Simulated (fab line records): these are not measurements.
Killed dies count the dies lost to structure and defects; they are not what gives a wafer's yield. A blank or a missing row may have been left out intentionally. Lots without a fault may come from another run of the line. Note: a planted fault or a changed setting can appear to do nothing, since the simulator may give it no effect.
fab line records	flow gf180mcu	part 1 of 2: steps 1 to 38 of 50
record: lots: 5	wafers: 15	lastDay: 35
route steps=602 shown MVSD@72 MVPSD@78 VT_IMPLANT@90
lots with no fault: from the same line, run without faults
startH: start of the lot's first displayed wafer, in hours after the record's first day	waitH: time in hours since the lot's previous step	" as in the row above	L1.1+2: a single row standing in for several wafers	- value missing, or start not given	* or withheld: withheld	< > ~ a bound
route shown NAME@n: names a module that has steps shown in the file, with the first one's number in the route	usual: mean/standard deviation taken from wafers without a fault	same: alike in all rows	chamber/n: place in a boat	sites: the reading at each site	_std_site: the standard deviation of these	_edge_site: inner sites' mean taken away from outer sites' mean	radiusMm: for every site, how far away it sits from the centre of the wafer	mask NAME#n: copy n	behind: the last tool/chamber to shape the wafer	hold: the reason the lot was held/the length of the hold in hours/how it ended	device: which transistor (n, p or np) failed to switch	end of line: tests of these same wafers at the route's end	step lacking rows: just its recipe	killed: at the first sort, the dies lost to defects and structure; wafer yield is something else	map: the dies of a wafer, with x for killed, . for not killed, _ for no die there
set.NAME: the setting that was run; set.NAME@STEP: the one run at that earlier step	model.NAME: the simulator's own value behind a step, which no gauge read
lots at selected steps of the route; one table per step, one row per wafer
services: from which hour (startH, from the record's first day; less than 0 if before it) a tool's chamber was out of use, for how many hours, and why
== steps ==
step: GF_MVSD_DEVELOP_06
recipe: wallAngleDeg: 90	developTimeS: 60	devTempC: 23
lot.wafer	tool	chamber	startH	waitH
L077.3+5+6	lithoTrack-02	0	-	-
L083.3+4+5	lithoTrack-04	0	-	-
L087.2+4+6	lithoTrack-02	0	-	-
L095.1+2+5	lithoTrack-04	0	-	-
L097.1+3+5	lithoTrack-04	0	-	-
step: GF_MVSD_OVL_MEAS_07
usual: MVSD_OVL: -0.7/1.3
lot.wafer	tool	chamber	startH	waitH	MVSD_OVL[nm]
L077.3	overlay-02	-	105.22	-	-1.5
L077.5	"	-	"	"	-0.5
L077.6	"	-	"	"	-1.4
L083.3	overlay-01	-	137.36	-	-0.1
L083.4	"	-	"	"	-1.3
L083.5	"	-	"	"	-0.5
L087.2	overlay-02	-	158.96	-	-0.1
L087.4	"	-	"	"	-2.2
L087.6	"	-	"	"	-1.0
L095.1	overlay-01	-	207.35	-	-1.7
L095.2	"	-	"	"	-1.8
L095.5	"	-	"	"	0.6
L097.1	overlay-01	-	224.85	-	-1.4
L097.3	"	-	"	"	-1.2
L097.5	"	-	"	"	-1.9
step: GF_MVSD_IMPLANT_08
recipe: species: P	energyKev: 400	doseCm2: 1.6e+13	tiltDeg: 0
lot.wafer	tool	chamber	startH	waitH
L077.3+5+6	implanter-04	0	105.29	0.1
L083.3+4+5	implanter-03	0	137.43	0.1
L087.2+4+6	implanter-01	0	159.02	0.0
L095.1+2+5	implanter-01	0	207.38	0.0
L097.1+3+5	implanter-03	0	224.88	0.0
step: GF_MVSD_IMPLANT_09
recipe: species: P	energyKev: 100	doseCm2: 5e+12	tiltDeg: 0
lot.wafer	tool	chamber	startH	waitH
L077.3+5+6	implanter-04	0	105.44	0.1
L083.3+4+5	implanter-03	0	137.58	0.1
L087.2+4+6	implanter-01	0	159.17	0.1
L095.1+2+5	implanter-01	0	207.53	0.1
L097.1+3+5	implanter-03	0	225.03	0.1
step: GF_MVSD_STRIP_10
recipe: chemistry: O2/N2	powerW: 1400	pressureMtorr: 1500	platenTempC: 250	o2FlowSccm: 3000	n2FlowSccm: 300	overashFraction: 0.5
usual: drypumpMotorCurrentA: 5.8/0.57	heaterPowerW: 360/45	oesProductAu: 0.722/0.0046	stripTimeToEndpointS: 36.92/0.1
lot.wafer	tool	chamber	startH	waitH	drypumpMotorCurrentA	heaterPowerW	oesProductAu	rfHoursCounterH	stripTimeToEndpointS
L077.3	plasmaAsher-02	1	105.57	0.1	6.3	321	0.720	-	37.01
L077.5	"	0	"	"	6.4	404	0.721	-	37.02
L077.6	"	1	"	"	6.3	317	0.719	-	36.94
L083.3	plasmaAsher-01	1	137.72	0.1	5.4	395	0.730	-	36.82
L083.4	"	0	"	"	5.0	356	0.723	-	36.95
L083.5	"	1	"	"	5.4	396	0.719	-	36.78
L087.2	plasmaAsher-03	1	159.29	0.1	6.2	232	0.709	52	36.93
L087.4	"	0	"	"	6.3	381	0.717	-	37.10
L087.6	"	1	"	"	6.2	240	0.723	-	37.11
L095.1	plasmaAsher-01	1	207.68	0.1	5.4	393	0.722	42	36.99
L095.2	"	0	"	"	5.0	352	0.727	42	37.00
L095.5	"	0	"	"	5.0	361	0.724	-	36.89
L097.1	plasmaAsher-02	1	225.18	0.1	6.3	323	0.724	12	36.92
L097.3	"	0	"	"	6.4	407	0.725	-	36.82
L097.5	"	1	"	"	6.3	330	0.727	-	36.90
step: GF_MVSD_TW_MEAS_11
usual: MVSD_TW: 1578/12
lot.wafer	tool	chamber	startH	waitH	MVSD_TW
L077.3	filmMetro-03	-	105.66	0.1	1568
L077.5	"	-	"	"	1568
L077.6	"	-	"	"	1570
L083.3	filmMetro-03	-	137.82	0.1	1569
L083.4	"	-	"	"	1564
L083.5	"	-	"	"	1573
L087.2	filmMetro-02	-	159.40	0.1	1603
L087.4	"	-	"	"	1605
L087.6	"	-	"	"	1602
L095.1	filmMetro-02	-	207.78	0.1	1597
L095.2	"	-	"	"	1588
L095.5	"	-	"	"	1597
L097.1	filmMetro-04	-	225.28	0.1	1569
L097.3	"	-	"	"	1569
L097.5	"	-	"	"	1580
step: GF_MVPSD_DEHYDRATE_00
recipe: tempC: 200	timeS: 60
lot.wafer	tool	chamber	startH	waitH
L077.3+5+6	lithoTrack-01	0	112.41	6.7
L083.3+4+5	lithoTrack-02	0	145.25	7.4
L087.2+4+6	lithoTrack-02	0	167.18	7.8
L095.1+2+5	lithoTrack-01	0	215.86	8.1
L097.1+3+5	lithoTrack-02	0	233.80	8.5
step: GF_MVPSD_HMDS_01
recipe: primeTimeS: 60	primeTempC: 120
lot.wafer	tool	chamber	startH	waitH
L077.3+5+6	lithoTrack-01	0	112.56	0.1
L083.3+4+5	lithoTrack-02	0	145.40	0.1
L087.2+4+6	lithoTrack-02	0	167.33	0.1
L095.1+2+5	lithoTrack-01	0	216.01	0.1
L097.1+3+5	lithoTrack-02	0	233.95	0.1
step: GF_MVPSD_COAT_02
recipe: spinRpm: 2000	resistThkNm: 3000
lot.wafer	tool	chamber	startH	waitH
L077.3+5+6	lithoTrack-01	0	112.71	0.1
L083.3+4+5	lithoTrack-02	0	145.55	0.1
L087.2+4+6	lithoTrack-02	0	167.48	0.1
L095.1+2+5	lithoTrack-01	0	216.16	0.1
L097.1+3+5	lithoTrack-02	0	234.10	0.1
step: GF_MVPSD_SOFTBAKE_03
recipe: tempC: 110	timeS: withheld
lot.wafer	tool	chamber	startH	waitH
L077.3+5+6	lithoTrack-01	0	112.88	0.1
L083.3+4+5	lithoTrack-02	0	145.72	0.1
L087.2+4+6	lithoTrack-02	0	167.64	0.1
L095.1+2+5	lithoTrack-01	0	216.31	0.1
L097.1+3+5	lithoTrack-02	0	234.25	0.1
step: GF_MVPSD_EXPOSE_04
recipe: maskId: MVPSD	targetCdNm: 1000	na: 0.6	sourceShape: conventional	sigmaOuter: 0.6	doseMj: 260
same: na: 0.6
lot.wafer	tool	chamber	startH	waitH	mask
L077.3+5+6	ilineStepper-01	0	-	-	MVPSD#0
L083.3+4+5	ilineStepper-02	0	-	-	MVPSD#0
L087.2+4+6	ilineStepper-02	0	-	-	MVPSD#0
L095.1+2+5	ilineStepper-02	0	-	-	MVPSD#0
L097.1+3+5	ilineStepper-01	0	-	-	MVPSD#0
step: GF_MVPSD_PEB_05
recipe: tempC: 115	timeS: withheld
lot.wafer	tool	chamber	startH	waitH
L077.3+5+6	lithoTrack-01	0	-	-
L083.3+4+5	lithoTrack-03	0	-	-
L087.2+4+6	lithoTrack-02	0	-	-
L095.1+2+5	lithoTrack-03	0	-	-
L097.1+3+5	lithoTrack-02	0	-	-
step: GF_MVPSD_DEVELOP_06
recipe: wallAngleDeg: 90	developTimeS: 60	devTempC: 23
lot.wafer	tool	chamber	startH	waitH
L077.3+5+6	lithoTrack-01	0	-	-
L083.3+4+5	lithoTrack-03	0	-	-
L087.2+4+6	lithoTrack-02	0	-	-
L095.1+2+5	lithoTrack-03	0	-	-
L097.1+3+5	lithoTrack-02	0	-	-
step: GF_MVPSD_OVL_MEAS_07
usual: MVPSD_OVL: 1.1/1.4
lot.wafer	tool	chamber	startH	waitH	MVPSD_OVL[nm]
L077.3	overlay-02	-	120.62	-	-1.4
L077.5	"	-	"	"	-1.8
L077.6	"	-	"	"	-0.9
L083.3	overlay-02	-	153.10	-	0.9
L083.4	"	-	"	"	-0.1
L083.5	"	-	"	"	0.2
L087.2	overlay-02	-	176.41	-	0.7
L087.4	"	-	"	"	1.2
L087.6	"	-	"	"	-0.4
L095.1	overlay-01	-	225.34	-	1.2
L095.2	"	-	"	"	0.2
L095.5	"	-	"	"	1.3
L097.1	overlay-01	-	244.15	-	1.0
L097.3	"	-	"	"	2.2
L097.5	"	-	"	"	0.4
step: GF_MVPSD_IMPLANT_08
recipe: species: B	energyKev: 170	doseCm2: 1.5e+13	tiltDeg: 0
lot.wafer	tool	chamber	startH	waitH
L077.3+5+6	implanter-02	0	120.69	0.1
L083.3+4+5	implanter-01	0	153.18	0.1
L087.2+4+6	implanter-04	0	176.46	0.0
L095.1+2+5	implanter-02	0	225.37	0.0
L097.1+3+5	implanter-04	0	244.19	0.0
step: GF_MVPSD_IMPLANT_09
recipe: species: B	energyKev: 40	doseCm2: 5e+12	tiltDeg: 0
lot.wafer	tool	chamber	startH	waitH
L077.3+5+6	implanter-02	0	120.84	0.1
L083.3+4+5	implanter-01	0	153.33	0.1
L087.2+4+6	implanter-04	0	176.61	0.1
L095.1+2+5	implanter-02	0	225.52	0.1
L097.1+3+5	implanter-04	0	244.34	0.1
step: GF_MVPSD_STRIP_10
recipe: chemistry: O2/N2	powerW: 1400	pressureMtorr: 1500	platenTempC: 250	o2FlowSccm: 3000	n2FlowSccm: 300	overashFraction: 0.5
usual: drypumpMotorCurrentA: 6.0/0.47	heaterPowerW: 349/48	oesProductAu: 0.722/0.0047	stripTimeToEndpointS: 36.94/0.09
lot.wafer	tool	chamber	startH	waitH	drypumpMotorCurrentA	heaterPowerW	oesProductAu	rfHoursCounterH	stripTimeToEndpointS
L077.3	plasmaAsher-02	1	120.98	0.1	6.3	329	0.726	-	36.94
L077.5	"	1	"	"	6.3	335	0.718	-	37.00
L077.6	"	0	"	"	6.4	403	0.728	-	37.15
L083.3	plasmaAsher-02	1	153.46	0.1	6.3	321	0.716	-	36.88
L083.4	"	0	"	"	6.3	399	0.724	-	36.94
L083.5	"	1	"	"	6.3	326	0.729	-	36.85
L087.2	plasmaAsher-04	1	176.74	0.1	5.6	339	0.724	49	36.85
L087.4	"	1	"	"	5.6	329	0.726	-	36.97
L087.6	"	1	"	"	5.6	346	0.714	-	36.86
L095.1	plasmaAsher-03	0	225.67	0.1	6.3	381	0.718	56	37.01
L095.2	"	1	"	"	6.2	238	0.717	56	36.97
L095.5	"	0	"	"	6.3	382	0.716	-	37.00
L097.1	plasmaAsher-04	1	244.49	0.1	5.6	357	0.717	57	36.99
L097.3	"	0	"	"	5.1	358	0.720	-	37.09
L097.5	"	1	"	"	5.6	340	0.729	-	37.03
step: GF_MVPSD_TW_MEAS_11
usual: MVPSD_TW: 554/4.5
lot.wafer	tool	chamber	startH	waitH	MVPSD_TW
L077.3	filmMetro-04	-	121.06	0.1	554
L077.5	"	-	"	"	553
L077.6	"	-	"	"	553
L083.3	filmMetro-03	-	153.55	0.1	552
L083.4	"	-	"	"	553
L083.5	"	-	"	"	553
L087.2	filmMetro-03	-	176.85	0.1	550
L087.4	"	-	"	"	552
L087.6	"	-	"	"	551
L095.1	filmMetro-02	-	225.77	0.1	560
L095.2	"	-	"	"	564
L095.5	"	-	"	"	563
L097.1	filmMetro-04	-	244.59	0.1	552
L097.3	"	-	"	"	553
L097.5	"	-	"	"	554
step: GF_VT_IMPLANT_DEHYDRATE_00
recipe: tempC: 200	timeS: 60
lot.wafer	tool	chamber	startH	waitH
L077.3+5+6	lithoTrack-04	0	128.40	7.3
L083.3+4+5	lithoTrack-01	0	160.91	7.4
L087.2+4+6	lithoTrack-01	0	185.13	8.3
L095.1+2+5	lithoTrack-04	0	234.50	8.7
L097.1+3+5	lithoTrack-01	0	253.36	8.8
step: GF_VT_IMPLANT_HMDS_01
recipe: primeTimeS: 60	primeTempC: 120
lot.wafer	tool	chamber	startH	waitH
L077.3+5+6	lithoTrack-04	0	128.55	0.1
L083.3+4+5	lithoTrack-01	0	161.06	0.1
L087.2+4+6	lithoTrack-01	0	185.28	0.1
L095.1+2+5	lithoTrack-04	0	234.65	0.1
L097.1+3+5	lithoTrack-01	0	253.51	0.1
step: GF_VT_IMPLANT_COAT_02
recipe: resist: NOVOLAK	spinRpm: 3000	resistThkNm: 1000
lot.wafer	tool	chamber	startH	waitH
L077.3+5+6	lithoTrack-04	0	128.70	0.1
L083.3+4+5	lithoTrack-01	0	161.21	0.1
L087.2+4+6	lithoTrack-01	0	185.43	0.1
L095.1+2+5	lithoTrack-04	0	234.80	0.1
L097.1+3+5	lithoTrack-01	0	253.66	0.1
step: GF_VT_IMPLANT_SOFTBAKE_03
recipe: tempC: 90	timeS: 60	resist: NOVOLAK
lot.wafer	tool	chamber	startH	waitH
L077.3+5+6	lithoTrack-04	0	128.85	0.1
L083.3+4+5	lithoTrack-01	0	161.36	0.1
L087.2+4+6	lithoTrack-01	0	185.58	0.1
L095.1+2+5	lithoTrack-04	0	234.95	0.1
L097.1+3+5	lithoTrack-01	0	253.81	0.1
step: GF_VT_IMPLANT_EXPOSE_04
recipe: maskId: LVPWELL_LV_AREA	targetCdNm: 600	na: 0.6	sourceShape: conventional	sigmaOuter: 0.6	doseMj: 140
same: na: 0.6
lot.wafer	tool	chamber	startH	waitH	mask
L077.3+5+6	ilineStepper-02	0	-	-	LVPWELL_LV_AREA#0
L083.3+4+5	ilineStepper-02	0	-	-	LVPWELL_LV_AREA#0
L087.2+4+6	ilineStepper-02	0	-	-	LVPWELL_LV_AREA#0
L095.1+2+5	ilineStepper-01	0	-	-	LVPWELL_LV_AREA#0
L097.1+3+5	ilineStepper-02	0	-	-	LVPWELL_LV_AREA#0
step: GF_VT_IMPLANT_PEB_05
recipe: tempC: withheld	timeS: *	resist: NOVOLAK
lot.wafer	tool	chamber	startH	waitH
L077.3+5+6	lithoTrack-04	0	-	-
L083.3+4+5	lithoTrack-03	0	-	-
L087.2+4+6	lithoTrack-03	0	-	-
L095.1+2+5	lithoTrack-01	0	-	-
L097.1+3+5	lithoTrack-01	0	-	-
step: GF_VT_IMPLANT_DEVELOP_06
recipe: developTimeS: 60	devTempC: 23
lot.wafer	tool	chamber	startH	waitH
L077.3+5+6	lithoTrack-04	0	136.60	0.1
L083.3+4+5	lithoTrack-03	0	169.29	0.1
L087.2+4+6	lithoTrack-03	0	194.31	0.1
L095.1+2+5	lithoTrack-01	0	244.36	0.1
L097.1+3+5	lithoTrack-01	0	263.36	0.1
step: GF_VT_IMPLANT_OVL_MEAS_07
usual: VT_IMPLANT_OVL: 0.5/1.4
lot.wafer	tool	chamber	startH	waitH	VT_IMPLANT_OVL[nm]
L077.3	overlay-01	-	136.71	0.1	-0.5
L077.5	"	-	"	"	-1.2
L077.6	"	-	"	"	-3.0
L083.3	overlay-02	-	169.40	0.1	0.0
L083.4	"	-	"	"	-0.5
L083.5	"	-	"	"	-0.1
L087.2	overlay-02	-	194.44	0.1	1.6
L087.4	"	-	"	"	2.5
L087.6	"	-	"	"	3.4
L095.1	overlay-01	-	244.51	0.1	0.2
L095.2	"	-	"	"	-0.2
L095.5	"	-	"	"	-0.8
L097.1	overlay-02	-	263.51	0.1	3.1
L097.3	"	-	"	"	2.1
L097.5	"	-	"	"	3.8
step: GF_VT_IMPLANT_IMPLANT_08
recipe: species: BF2	energyKev: 20	doseCm2: 8.29e+12	tiltDeg: 7
lot.wafer	tool	chamber	startH	waitH
L077.3+5+6	implanter-03	0	136.78	0.1
L083.3+4+5	implanter-02	0	169.48	0.1
L087.2+4+6	implanter-02	0	194.50	0.0
L095.1+2+5	implanter-03	0	244.54	0.0
L097.1+3+5	implanter-01	0	263.54	0.0
step: GF_VT_IMPLANT_STRIP_09
recipe: chemistry: O2/N2	powerW: 1400	pressureMtorr: 1500	platenTempC: 250	o2FlowSccm: 3000	n2FlowSccm: 300	overashFraction: 0.5
usual: drypumpMotorCurrentA: 5.5/0.49	heaterPowerW: 348/49	oesProductAu: 0.716/0.0044	stripTimeToEndpointS: 12.63/0.033
lot.wafer	tool	chamber	startH	waitH	drypumpMotorCurrentA	heaterPowerW	oesProductAu	rfHoursCounterH	stripTimeToEndpointS
L077.3	plasmaAsher-01	0	136.92	0.1	5.0	356	0.719	-	12.62
L077.5	"	1	"	"	5.4	403	0.715	-	12.66
L077.6	"	0	"	"	5.0	349	0.715	-	12.62
L083.3	plasmaAsher-04	0	169.61	0.1	5.1	368	0.713	-	12.64
L083.4	"	1	"	"	5.6	323	0.717	-	12.63
L083.5	"	1	"	"	5.6	335	0.713	-	12.67
L087.2	plasmaAsher-01	0	194.62	0.1	5.0	360	0.720	41	12.63
L087.4	"	0	"	"	5.0	357	0.714	-	12.68
L087.6	"	0	"	"	5.0	363	0.716	-	12.65
L095.1	plasmaAsher-01	1	244.69	0.1	5.4	393	0.714	45	12.62
L095.2	"	0	"	"	5.0	355	0.712	45	12.65
L095.5	"	1	"	"	5.4	392	0.726	-	12.63
L097.1	plasmaAsher-03	0	263.69	0.1	6.3	376	0.712	61	12.62
L097.3	"	1	"	"	6.2	237	0.719	-	12.64
L097.5	"	0	"	"	6.3	383	0.708	-	12.66
step: GF_VT_IMPLANT_TW_MEAS_10
usual: VT_IMPLANT_TW: 564/4.8
lot.wafer	tool	chamber	startH	waitH	VT_IMPLANT_TW
L077.3	filmMetro-03	-	137.00	0.1	560
L077.5	"	-	"	"	558
L077.6	"	-	"	"	560
L083.3	filmMetro-01	-	169.70	0.1	566
L083.4	"	-	"	"	567
L083.5	"	-	"	"	568
L087.2	filmMetro-03	-	194.73	0.1	565
L087.4	"	-	"	"	563
L087.6	"	-	"	"	564
L095.1	filmMetro-01	-	244.79	0.1	565
L095.2	"	-	"	"	565
L095.5	"	-	"	"	565
L097.1	filmMetro-03	-	263.82	0.1	557
L097.3	"	-	"	"	559
L097.5	"	-	"	"	556
step: GF_VT_IMPLANT_DEHYDRATE_11
recipe: tempC: 200	timeS: 60
lot.wafer	tool	chamber	startH	waitH
L077.3+5+6	lithoTrack-03	0	144.49	7.5
L083.3+4+5	lithoTrack-03	0	177.24	7.5
L087.2+4+6	lithoTrack-01	0	203.33	8.6
L095.1+2+5	lithoTrack-04	0	253.60	8.8
L097.1+3+5	lithoTrack-01	0	272.76	8.9
step: GF_VT_IMPLANT_HMDS_12
recipe: primeTimeS: 60	primeTempC: 120
lot.wafer	tool	chamber	startH	waitH
L077.3+5+6	lithoTrack-03	0	144.64	0.1
L083.3+4+5	lithoTrack-03	0	177.39	0.1
L087.2+4+6	lithoTrack-01	0	203.48	0.1
L095.1+2+5	lithoTrack-04	0	253.75	0.1
L097.1+3+5	lithoTrack-01	0	272.91	0.1
step: GF_VT_IMPLANT_COAT_13
recipe: resist: NOVOLAK	spinRpm: 3000	resistThkNm: 1000
lot.wafer	tool	chamber	startH	waitH
L077.3+5+6	lithoTrack-03	0	144.79	0.1
L083.3+4+5	lithoTrack-03	0	177.54	0.1
L087.2+4+6	lithoTrack-01	0	203.63	0.1
L095.1+2+5	lithoTrack-04	0	253.90	0.1
L097.1+3+5	lithoTrack-01	0	273.06	0.1
step: GF_VT_IMPLANT_SOFTBAKE_14
recipe: tempC: 90	timeS: 60	resist: NOVOLAK
lot.wafer	tool	chamber	startH	waitH
L077.3+5+6	lithoTrack-03	0	144.94	0.1
L083.3+4+5	lithoTrack-03	0	177.69	0.1
L087.2+4+6	lithoTrack-01	0	203.78	0.1
L095.1+2+5	lithoTrack-04	0	254.05	0.1
L097.1+3+5	lithoTrack-01	0	273.21	0.1
step: GF_VT_IMPLANT_EXPOSE_15
recipe: maskId: Nwell_LV_AREA	targetCdNm: 860	na: 0.6	sourceShape: conventional	sigmaOuter: 0.6	doseMj: 140
same: na: 0.6
lot.wafer	tool	chamber	startH	waitH	mask
L077.3+5+6	ilineStepper-01	0	-	-	Nwell_LV_AREA#0
L083.3+4+5	ilineStepper-01	0	-	-	Nwell_LV_AREA#0
L087.2+4+6	ilineStepper-01	0	-	-	Nwell_LV_AREA#0
L095.1+2+5	ilineStepper-01	0	-	-	Nwell_LV_AREA#0
L097.1+3+5	ilineStepper-02	0	-	-	Nwell_LV_AREA#0
step: GF_VT_IMPLANT_PEB_16
recipe: tempC: withheld	timeS: *	resist: NOVOLAK
lot.wafer	tool	chamber	startH	waitH
L077.3+5+6	lithoTrack-04	0	-	-
L083.3+4+5	lithoTrack-01	0	-	-
L087.2+4+6	lithoTrack-04	0	-	-
L095.1+2+5	lithoTrack-04	0	-	-
L097.1+3+5	lithoTrack-03	0	-	-
step: GF_VT_IMPLANT_DEVELOP_17
recipe: developTimeS: 60	devTempC: 23
lot.wafer	tool	chamber	startH	waitH
L077.3+5+6	lithoTrack-04	0	152.25	0.1
L083.3+4+5	lithoTrack-01	0	186.21	0.1
L087.2+4+6	lithoTrack-04	0	212.27	0.1
L095.1+2+5	lithoTrack-04	0	263.55	0.1
L097.1+3+5	lithoTrack-03	0	282.89	0.1
step: GF_VT_IMPLANT_OVL_MEAS_18
usual: VT_IMPLANT_01_OVL: 0.3/1.5
lot.wafer	tool	chamber	startH	waitH	VT_IMPLANT_01_OVL[nm]
L077.3	overlay-01	-	152.36	0.1	-1.1
L077.5	"	-	"	"	0.9
L077.6	"	-	"	"	-2.0
L083.3	overlay-01	-	186.32	0.1	-1.5
L083.4	"	-	"	"	-2.7
L083.5	"	-	"	"	-2.0
L087.2	overlay-01	-	212.40	0.1	-0.4
L087.4	"	-	"	"	-2.0
L087.6	"	-	"	"	0.5
L095.1	overlay-02	-	263.70	0.1	-2.6
L095.2	"	-	"	"	0.3
L095.5	"	-	"	"	-0.9
L097.1	overlay-02	-	283.04	0.1	-0.5
L097.3	"	-	"	"	-0.5
L097.5	"	-	"	"	1.6
step: GF_VT_IMPLANT_IMPLANT_19
recipe: species: As	energyKev: 100	doseCm2: 4.35e+12	tiltDeg: 7
lot.wafer	tool	chamber	startH	waitH
L077.3+5+6	implanter-03	0	152.43	0.1
L083.3+4+5	implanter-02	0	186.39	0.1
L087.2+4+6	implanter-03	0	212.46	0.0
L095.1+2+5	implanter-03	0	263.73	0.0
L097.1+3+5	implanter-01	0	283.07	0.0
